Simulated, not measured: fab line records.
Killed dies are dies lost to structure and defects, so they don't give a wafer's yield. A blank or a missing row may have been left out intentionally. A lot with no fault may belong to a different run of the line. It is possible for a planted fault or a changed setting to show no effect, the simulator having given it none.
8D (eight disciplines) problem report, filled in by code | flow gf180mcu | the parts of the form that need people (team, actions taken, sign-off) are left out

1. WHAT IS WRONG
Wafers free of any fault read 1197.6 ohm/sq (standard deviation 3) for LVPWELL_RS at GF_VT_IMPLANT_RS_MEAS_48, against a mean of 1171.3 ohm/sq on 6 wafers of 2 lots. That is -8.8 standard deviations from the usual mean.
The step: measures by four-point-probe.
The first sign was on wafer L847.3 at day 8 12:53, on film-metro-02. The record has a number at this step for 36 wafers belonging to 12 lots. The rule behind "out" and "out of limits": a value lying over 4 standard deviations away from the usual mean. Any other wafer with a number is counted as sound.

2. WHAT IT IS, WHAT IT ISN'T
question                    | is                     | is not
which readings at this step | LVPWELL_RS             | -
which lots                  | L847, L851             | L844, L845, L846, L849, L858, L860, L862, L864, L866, L867
which wafers of those lots  | all that have a number | -
read on which gauges        | film-metro-02          | film-metro-01, film-metro-04
when                        | from day 8 12:53       | up to then (9 sound wafers); but 21 sound wafers of L849, L858, L860, L862, L864, L866, L867 came after

3. WHAT RULES OUT EACH SUSPECT
Counting: a tool at any process step up to the reading remains a suspect when it ran all the lots that are out and ran no sound lot after the first of those.
- the gauge at GF_VT_IMPLANT_RS_MEAS_48 has been ruled out. All the wafers that are out were read on film-metro-02, but those of them that GF_LVPWELL_IMPLANT_09 has rows for are out there too, on other tools.
- implanter-01 at GF_LVPWELL_IMPLANT_09: kept. Every lot that is out went through it, starting with L847 (day 4 15:26), and after that it ran no sound lot; the last sound lot it ran before then is L846 (day 4 11:05). Out on those wafers are its own readings of beam-on-s, faraday-current-uA.
After counting, what remains is implanter-01 at GF_LVPWELL_IMPLANT_09.

4. THE CAUSE (what the simulator had put in)
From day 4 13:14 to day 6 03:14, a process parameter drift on implanter-01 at GF_LVPWELL_IMPLANT_09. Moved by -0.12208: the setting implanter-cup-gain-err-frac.
Counting left only this tool.

5. THE EFFECT CHAIN, in route order
One row per reading whose mean, taken over the struck wafers that have a number, lies over 3 standard deviations from the usual. Scope: only readings with a usual standard deviation given in the record; hours: median across lots of the time from each lot's start at the first step in this table that gives one to its start at this step; sigmas: change in usual standard deviations.
hours | step                     | reading            | usual         | on struck wafers | change | sigmas
0     | GF_LVPWELL_IMPLANT_09    | beam-on-s          | 10.03 s       | 11.45            | +1.42  | +7.1
0     | GF_LVPWELL_IMPLANT_09    | faraday-current-uA | 28.1          | 24.6             | -3.5   | -6.4
95    | GF_VT_IMPLANT_RS_MEAS_48 | LVPWELL_RS         | 1197.6 ohm/sq | 1171.3           | -26.3  | -8.8
Process steps it contains:
- GF_LVPWELL_IMPLANT_09

6. WHAT WOULD HAVE CAUGHT IT SOONER
The first out-of-limits reading at a measuring or inspecting step in this record came at day 8 12:53, 96 hours after the fault's start at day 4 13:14.
Tool's own readings at GF_LVPWELL_IMPLANT_09, beam-on-s, faraday-current-uA: out on all struck wafers the step has rows for; an alarm limit on them would have tripped on the first.
Lots out: 2; all had begun GF_LVPWELL_IMPLANT_09 on implanter-01 by day 8 12:53. Tool hold at that time: it would have spared none of them.
